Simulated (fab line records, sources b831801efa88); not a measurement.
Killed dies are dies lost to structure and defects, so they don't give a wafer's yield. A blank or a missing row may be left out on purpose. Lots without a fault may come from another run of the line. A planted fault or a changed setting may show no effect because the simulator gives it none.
fab line records | flow sfq_line
record lots=5 wafers=15 last_day=92
route steps=325 shown M3@122 I3@133 M4@148
lots that met no fault: from a run of the same line without faults
start_h: hours from the record's first day to the start of the lot's first wafer shown | wait_h: hours since the lot's step before | " the same as in the row above | L1.1+2: a row that stands for several wafers | - no value, or no start given | * or withheld: withheld | < > ~ a bound
route shown NAME@n: a module of which the file shows steps, and the number in the route of the first | usual: mean/standard deviation of fault-free wafers | same: alike in all rows | chamber/n: place in a boat | sites: the reading at each site | _std_site: their standard deviation | _edge_site: outer sites' mean less inner sites' | radius_mm: how far each site lies from the wafer's centre | mask NAME#n: copy n | behind: the tool/chamber that last shaped the wafer | hold: why the lot was held/for how many hours/how that ended | device: the transistor (n, p or np) that didn't switch | end of line: the same wafers' tests at the end of the route | a step without rows: its recipe alone | killed: dies lost to structure and defects at the first sort, not the wafer's yield | map: a wafer's dies, x killed, . not, _ none there
set.NAME: the setting as run; set.NAME@STEP: as run at that earlier step | model.NAME: the simulator's own value behind a step, which no gauge read
lots at some steps of the route; a table a step, a row a wafer
services: from which hour (start_h, from the record's first day; less than 0 if before it) a tool's chamber was out of use, for how many hours, and why
## steps
# step SFQ_TRILAYER_M3_LITHO_COAT_080
# recipe resist=BARC spin_rpm=3000 resist_thk_nm=62
# step SFQ_TRILAYER_M3_LITHO_COAT_075
# recipe resist=KrF spin_rpm=3000 resist_thk_nm=600
# step SFQ_TRILAYER_M3_LITHO_SOFTBAKE_079
# recipe temp_c=withheld time_s=withheld resist=KrF
# step SFQ_TRILAYER_M3_LITHO_EXPOSE_076
# recipe mask_id=M3 na=0.6 source_shape=conventional sigma_outer=0.65 target_cd_nm=500 dose_mj=14.4
# step SFQ_TRILAYER_M3_LITHO_PEB_078
# recipe peb_temp_c=115 peb_time_s=60 resist=KrF
# step SFQ_TRILAYER_M3_LITHO_DEVELOP_077
# recipe time_s=60 resist=KrF
# step SFQ_M3_OVL_MEAS_921
# usual M3_OVL=-3/5.4
# columns lot.wafer tool chamber start_h wait_h M3_OVL[nm]
L445.2 overlay-01 - 1062.33 0.1 2
L445.5 " - " " 4
L445.6 " - " " 2
L454.2 overlay-01 - 1154.98 0.1 -5
L454.5 " - " " 0
L454.6 " - " " -6
L460.3 overlay-01 - 1205.72 0.1 -4
L460.4 " - " " -7
L460.6 " - " " -8
L463.1 overlay-02 - 1223.74 0.1 3
L463.2 " - " " 5
L463.5 " - " " 1
L464.1 overlay-01 - 1230.82 0.1 2
L464.2 " - " " -3
L464.4 " - " " -2
# step SFQ_TRILAYER_M3_BARC_OPEN_METAL_ETCH_100
# recipe mask_material=PR chemistry=O2 target_depth_nm=125 target=BARC icp_w=600 bias_w=80 pressure_mtorr=10 time_s=41.7
# step SFQ_TRILAYER_M3_ETCH_METAL_ETCH_078
# recipe target=Nb stop_on=SiO2 mask_material=PR chemistry=Cl2/Ar target_depth_nm=240 icp_w=600 bias_w=80 pressure_mtorr=10 time_s=120
# usual drypump_motor_current_A=5.49/0.26 oes_product_au=0.894/0.0073
# columns lot.wafer tool chamber start_h wait_h drypump_motor_current_A oes_product_au rf_hours_counter_h
L445.2 rie_metal-03 0 1062.42 0.0 5.97 0.908 11
L445.5 " 1 " " 5.13 0.901 -
L445.6 " 0 " " 5.94 0.896 -
L454.2 rie_metal-04 0 1155.07 0.0 5.38 0.888 68
L454.5 " 1 " " 5.48 0.882 -
L454.6 " 0 " " 5.39 0.902 -
L460.3 rie_metal-01 1 1205.84 0.1 6.01 0.888 -
L460.4 " 0 " " 5.28 0.906 -
L460.6 " 1 " " 6.01 0.893 -
L463.1 rie_metal-04 1 1223.84 0.0 5.49 0.891 39
L463.2 " 0 " " 5.37 0.888 79
L463.5 " 1 " " 5.49 0.883 -
L464.1 rie_metal-04 0 1230.91 0.0 5.39 0.888 79
L464.2 " 1 " " 5.45 0.893 40
L464.4 " 0 " " 5.41 0.895 -
# step SFQ_TRILAYER_M3_STRIP_STRIP_079
# recipe gas=O2 power_w=200 platen_temp_c=40 overash_fraction=0.65 chemistry=O2 pressure_mtorr=50
# usual drypump_motor_current_A=5.50/0.26 oes_product_au=0.995/0.012
# columns lot.wafer tool chamber start_h wait_h drypump_motor_current_A oes_product_au rf_hours_counter_h
L445.2 rie_metal-03 0 1062.55 0.1 5.94 1.017 11
L445.5 " 1 " " 5.16 0.993 -
L445.6 " 0 " " 5.96 1.023 -
L454.2 rie_metal-04 0 1155.20 0.1 5.38 1.004 69
L454.5 " 1 " " 5.48 0.997 -
L454.6 " 0 " " 5.40 0.999 -
L460.3 rie_metal-01 1 1206.13 0.2 6.02 0.988 -
L460.4 " 0 " " 5.27 0.973 -
L460.6 " 1 " " 6.03 0.981 -
L463.1 rie_metal-04 1 1223.96 0.1 5.45 0.987 39
L463.2 " 0 " " 5.39 0.998 79
L463.5 " 1 " " 5.44 0.989 -
L464.1 rie_metal-04 0 1231.04 0.1 5.38 1.002 80
L464.2 " 1 " " 5.49 0.982 40
L464.4 " 0 " " 5.40 1.005 -
# step SFQ_TRILAYER_M3_STRIP_SOLV_CLEAN_080
# recipe chemistry=NMP temp_c=70 time_s=600
# step SFQ_TRILAYER_I3_DEP_PECVD_081
# recipe material=SiO2 temp_c=150 time_s=111.11 pressure_torr=2.4 rf_w=183.3 precursor=SiH4/N2O target_thk_nm=500
# usual heater_power_w=82/14 throttle_valve_pct=24.8/1.4
# columns lot.wafer tool chamber start_h wait_h heater_power_w throttle_valve_pct
L445.2 pecvd-04 1 1063.32 0.0 87 24.0
L445.5 " 2 " " 70 23.5
L445.6 " 0 " " 67 26.2
L454.2 pecvd-04 2 1155.97 0.0 67 23.6
L454.5 " 2 " " 70 23.6
L454.6 " 0 " " 67 26.6
L460.3 pecvd-03 0 1206.70 0.0 109 22.5
L460.4 " 2 " " 92 23.8
L460.6 " 0 " " 112 22.6
L463.1 pecvd-03 0 1224.74 0.0 103 22.5
L463.2 " 1 " " 80 25.4
L463.5 " 2 " " 103 23.7
L464.1 pecvd-01 0 1231.81 0.0 78 26.0
L464.2 " 2 " " 85 26.9
L464.4 " 1 " " 71 24.4
# step SFQ_TRILAYER_I3_CMP_CMP_082
# recipe material=SiO2 down_force_psi=3 platen_rpm=60 pad_velocity_m_s=0.94248
# usual motor_current_A=10.2/0.71 slurry_flow_ml_min=150.0/0.49 time_to_endpoint_s=212/8.2
# columns lot.wafer tool chamber start_h wait_h motor_current_A slurry_flow_ml_min time_to_endpoint_s model.SiO2_of_TRILAYER_I3_DEP_PECVD_081.thk_nm
L445.2 cmp-01 3 1064.40 1.0 9.0 149.7 210 198.8
L445.6 " 1 1065.40 2.0 9.7 150.3 212 200.2
L445.5 " 2 " " 11.5 150.5 215 220.3
L454.2 cmp-02 2 1156.55 0.5 9.8 149.5 213 200.3
L454.5 " 1 1158.05 2.0 9.9 149.9 218 199.3
L454.6 " 2 " " 10.1 149.0 206 199.7
L460.4 cmp-01 0 1208.16 1.4 10.1 150.1 212 199.7
L460.3 " 1 " " 9.9 149.8 204 198.5
L460.6 " 0 1210.16 3.4 9.6 149.9 212 199.1
L463.2 cmp-02 3 1228.78 4.0 10.6 150.6 217 200.9
L463.1 " 0 " " 10.6 150.7 218 200.9
L463.5 " 1 " " 9.5 149.8 219 199.3
L464.4 cmp-02 3 1233.78 1.9 11.3 149.8 226 198.7
L464.1 " 0 " " 10.7 149.5 212 199.8
L464.2 " 1 " " 9.7 149.0 207 198.1
# step SFQ_I3_BOW_MEAS_922
# recipe mode=bow
# usual I3_BOW=3/8
# columns lot.wafer tool chamber start_h wait_h I3_BOW[um]
L445.2 film_metro-03 - 1066.42 1.5 3
L445.5 " - " " -11
L445.6 " - " " -11
L454.2 film_metro-04 - 1159.07 2.0 8
L454.5 " - " " 5
L454.6 " - " " 14
L460.3 film_metro-04 - 1211.20 2.0 6
L460.4 " - " " 8
L460.6 " - " " 0
L463.1 film_metro-02 - 1230.78 1.0 -1
L463.2 " - " " 10
L463.5 " - " " 4
L464.1 film_metro-03 - 1236.78 2.0 -3
L464.2 " - " " -10
L464.4 " - " " 0
# step SFQ_TRILAYER_I3_METRO_MEASURE_083
# usual thk_nm=199.6/0.94
# columns lot.wafer tool chamber start_h wait_h thk_nm
L445.2 film_metro-03 - 1066.72 0.3 198.7
L445.5 " - " " 220.2
L445.6 " - " " 200.2
L454.2 film_metro-04 - 1159.37 0.3 200.2
L454.5 " - " " 199.2
L454.6 " - " " 199.8
L460.3 film_metro-04 - 1211.68 0.5 198.5
L460.4 " - " " 199.7
L460.6 " - " " 198.9
L463.1 film_metro-02 - 1230.90 0.1 200.9
L463.2 " - " " 200.9
L463.5 " - " " 199.2
L464.1 film_metro-03 - 1236.90 0.1 199.7
L464.2 " - " " 198.1
L464.4 " - " " 198.5
# step SFQ_TRILAYER_I3_VIA_LITHO_COAT_090
# recipe resist=BARC spin_rpm=3000 resist_thk_nm=62
# step SFQ_TRILAYER_I3_VIA_LITHO_COAT_085
# recipe resist=KrF spin_rpm=3000 resist_thk_nm=650
# step SFQ_TRILAYER_I3_VIA_LITHO_SOFTBAKE_089
# recipe temp_c=withheld time_s=withheld resist=KrF
# step SFQ_TRILAYER_I3_VIA_LITHO_EXPOSE_086
# recipe mask_id=I3 na=0.6 source_shape=conventional sigma_outer=0.65 target_cd_nm=500 dose_mj=21.3
# step SFQ_TRILAYER_I3_VIA_LITHO_PEB_088
# recipe peb_temp_c=115 peb_time_s=60 resist=KrF
# step SFQ_TRILAYER_I3_VIA_LITHO_DEVELOP_087
# recipe time_s=60 resist=KrF
# step SFQ_I3_OVL_MEAS_923
# usual I3_OVL=-2/6.2
# columns lot.wafer tool chamber start_h wait_h I3_OVL[nm]
L445.2 overlay-02 - 1209.31 0.1 5
L445.5 " - " " 1
L445.6 " - " " 3
L454.2 overlay-02 - 1295.56 0.1 -10
L454.5 " - " " -2
L454.6 " - " " -6
L460.3 overlay-02 - 1345.23 0.1 1
L460.4 " - " " 6
L460.6 " - " " 4
L463.1 overlay-01 - 1358.42 0.1 -14
L463.2 " - " " -5
L463.5 " - " " -11
L464.1 overlay-02 - 1363.22 0.1 1
L464.2 " - " " -3
L464.4 " - " " 7
# step SFQ_TRILAYER_I3_VIA_BARC_OPEN_VIA_ETCH_121
# recipe mask_material=PR chemistry=O2 target_depth_nm=125 target=BARC source_w=500 bias_w=80 pressure_mtorr=30 time_s=41.7
# usual drypump_motor_current_A=5.6/0.45 oes_product_au=0.685/0.0049
# columns lot.wafer tool chamber start_h wait_h drypump_motor_current_A oes_product_au rf_hours_counter_h
L445.2 rie_diel-01 2 1209.34 0.0 5.7 0.688 18
L445.5 " 0 " " 6.0 0.686 -
L445.6 " 3 " " 4.8 0.681 -
L454.2 rie_diel-02 0 1295.59 0.0 5.8 0.692 2
L454.5 " 0 " " 5.9 0.689 -
L454.6 " 3 " " 6.2 0.687 -
L460.3 rie_diel-03 3 1345.25 0.0 5.5 0.688 8
L460.4 " 2 " " 5.1 0.683 6
L460.6 " 1 " " 4.8 0.691 -
L463.1 rie_diel-02 0 1358.45 0.0 5.8 0.687 4
L463.2 " 2 " " 6.0 0.690 17
L463.5 " 3 " " 6.2 0.683 -
L464.1 rie_diel-01 2 1363.25 0.0 5.7 0.677 0
L464.2 " 3 " " 4.8 0.689 11
L464.4 " 0 " " 5.9 0.683 1
# step SFQ_TRILAYER_I3_VIA_ETCH_VIA_ETCH_088
# recipe target=SiO2 stop_on=Nb mask_material=PR taper_deg=20 chemistry=CHF3 target_depth_nm=260 source_w=500 bias_w=80 pressure_mtorr=30 time_s=withheld
# usual drypump_motor_current_A=5.6/0.45 oes_product_au=0.854/0.0053
# columns lot.wafer tool chamber start_h wait_h drypump_motor_current_A oes_product_au model.etch.depth_nm model.I3.feature_depth_nm
L445.2 rie_diel-01 2 1209.38 0.0 5.7 0.857 198.8 198.8
L445.5 " 0 " " 5.9 0.904 220.3 220.3
L445.6 " 3 " " 4.8 0.852 200.2 200.2
L454.2 rie_diel-02 0 1295.63 0.0 5.9 0.856 200.3 200.3
L454.5 " 0 " " 5.8 0.854 199.3 199.3
L454.6 " 3 " " 6.2 0.864 199.7 199.7
L460.3 rie_diel-03 3 1345.29 0.0 5.5 0.855 198.5 198.5
L460.4 " 2 " " 5.1 0.848 199.7 199.7
L460.6 " 1 " " 4.8 0.855 199.1 199.1
L463.1 rie_diel-02 0 1358.49 0.0 5.9 0.858 200.9 200.9
L463.2 " 2 " " 6.0 0.853 200.9 200.9
L463.5 " 3 " " 6.2 0.849 199.3 199.3
L464.1 rie_diel-01 2 1363.29 0.0 5.7 0.855 199.8 199.8
L464.2 " 3 " " 4.8 0.858 198.1 198.1
L464.4 " 0 " " 5.9 0.853 198.7 198.7
# step SFQ_TRILAYER_I3_VIA_STRIP_STRIP_089
# recipe gas=O2 power_w=200 platen_temp_c=40 overash_fraction=0.65 chemistry=O2 pressure_mtorr=50
# usual drypump_motor_current_A=5.6/0.36 oes_product_au=1.002/0.014
# columns lot.wafer tool chamber start_h wait_h drypump_motor_current_A oes_product_au rf_hours_counter_h
L445.2 rie_metal-03 0 1209.49 - 5.9 1.028 30
L445.5 " 1 " " 5.2 0.991 -
L445.6 " 0 " " 5.9 1.024 -
L454.2 rie_metal-04 1 1295.75 - 5.5 0.984 49
L454.5 " 0 " " 5.4 1.005 -
L454.6 " 1 " " 5.5 0.975 -
L460.3 rie_metal-04 0 1345.61 - 5.4 1.001 -
L460.4 " 1 " " 5.5 0.987 -
L460.6 " 0 " " 5.4 1.007 -
L463.1 rie_metal-02 0 1358.61 - 5.5 0.989 82
L463.2 " 1 " " 6.3 1.004 103
L463.5 " 0 " " 5.5 0.997 -
L464.1 rie_metal-03 1 1363.41 - 5.1 0.991 42
L464.2 " 0 " " 5.9 1.019 54
L464.4 " 0 " " 6.0 1.016 -
# step SFQ_TRILAYER_I3_VIA_STRIP_SOLV_CLEAN_090
# recipe chemistry=NMP temp_c=70 time_s=600
# step SFQ_TRILAYER_M4_DEP_PRE_CLEAN_092
# recipe gas=Ar time_s=22.5 bias_v=250
# usual bias_v=250.0/2.6
# columns lot.wafer tool chamber start_h wait_h bias_v model.SiO2_of_TRILAYER_I3_DEP_PECVD_081.thk_nm
L445.2 pvd_sputter-05 - 1210.27 0.0 246.4 191.3
L445.5 " - " " 251.3 212.8
L445.6 " - " " 248.6 192.7
L454.2 pvd_sputter-04 - 1296.52 0.0 249.6 192.8
L454.5 " - " " 253.1 191.8
L454.6 " - " " 247.5 192.2
L460.3 pvd_sputter-03 - 1346.20 0.0 249.6 191
L460.4 " - " " 251.9 192.2
L460.6 " - " " 243.5 191.6
L463.1 pvd_sputter-05 - 1359.38 0.0 254.0 193.4
L463.2 " - " " 252.9 193.4
L463.5 " - " " 255.3 191.8
L464.1 pvd_sputter-05 - 1364.20 0.0 248.0 192.3
L464.2 " - " " 252.1 190.6
L464.4 " - " " 249.4 191.2
# step SFQ_TRILAYER_M4_DEP_SPUTTER_091
# recipe material=Nb base_pressure_pa=1.33e-06 chamber_pressure_pa=0.1333 substrate_temp_c=20 resputter_cathode_voltage_v=400 target_thk_nm=200 power_w=2000 time_s=133.3
## services
# columns tool chamber start_h hours kind
rie_metal-04 0 1041.06 2.6 repair
rie_diel-02 3 1049.64 13.1 repair
rie_diel-02 0 1050.27 1.7 repair
cmp-02 - 1070.00 4.7 pm
rie_diel-01 1 1070.62 6.6 repair
rie_diel-01 - 1073.36 2.8 pm
cmp-02 - 1087.36 4.0 pm
rie_metal-03 - 1093.07 14.6 pm
rie_diel-01 - 1107.61 0.2 repair
rie_metal-03 1 1124.12 4.2 repair
rie_metal-03 - 1134.75 4.3 pm
rie_diel-02 2 1157.82 7.1 repair
rie_diel-02 - 1186.52 0.6 repair
rie_metal-04 1 1202.51 1.0 repair
rie_diel-01 2 1221.83 3.1 repair
rie_diel-01 1 1225.63 4.1 repair
rie_metal-03 1 1228.27 13.3 repair
rie_diel-02 - 1228.68 2.8 pm
rie_metal-04 - 1234.26 1.9 repair
cmp-02 - 1242.78 5.8 pm
cmp-02 - 1250.70 1.0 repair
rie_metal-03 - 1257.21 0.5 repair
rie_metal-03 0 1276.30 8.4 repair
rie_diel-01 - 1331.61 28.1 pm
## key
first_sign step=SFQ_TRILAYER_I3_METRO_MEASURE_083 reading=thk_nm direction=up sigmas=22 usual=199.6 struck=220.2
effect step=SFQ_TRILAYER_I3_VIA_ETCH_VIA_ETCH_088 reading=oes_product_au direction=up sigmas=9.4 usual=0.854 struck=0.904
model_effect step=SFQ_TRILAYER_I3_CMP_CMP_082 value=SiO2_of_TRILAYER_I3_DEP_PECVD_081.thk_nm without=200.3 struck=220.3
model_effect step=SFQ_TRILAYER_I3_VIA_ETCH_VIA_ETCH_088 value=etch.depth_nm without=200.3 struck=220.3
model_effect step=SFQ_TRILAYER_M4_DEP_PRE_CLEAN_092 value=SiO2_of_TRILAYER_I3_DEP_PECVD_081.thk_nm without=192.8 struck=212.8
met_at SFQ_TRILAYER_I3_CMP_CMP_082
struck_wafers L445.5
fault kind=process_parameter_drift tool=cmp-01 chamber=- onset_h=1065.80 steps=SFQ_TRILAYER_I3_CMP_CMP_082 channel=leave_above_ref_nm offset=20 shape=step end_h=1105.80 scope=struck_wafers_only acts_in=these_recipes_only stated=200
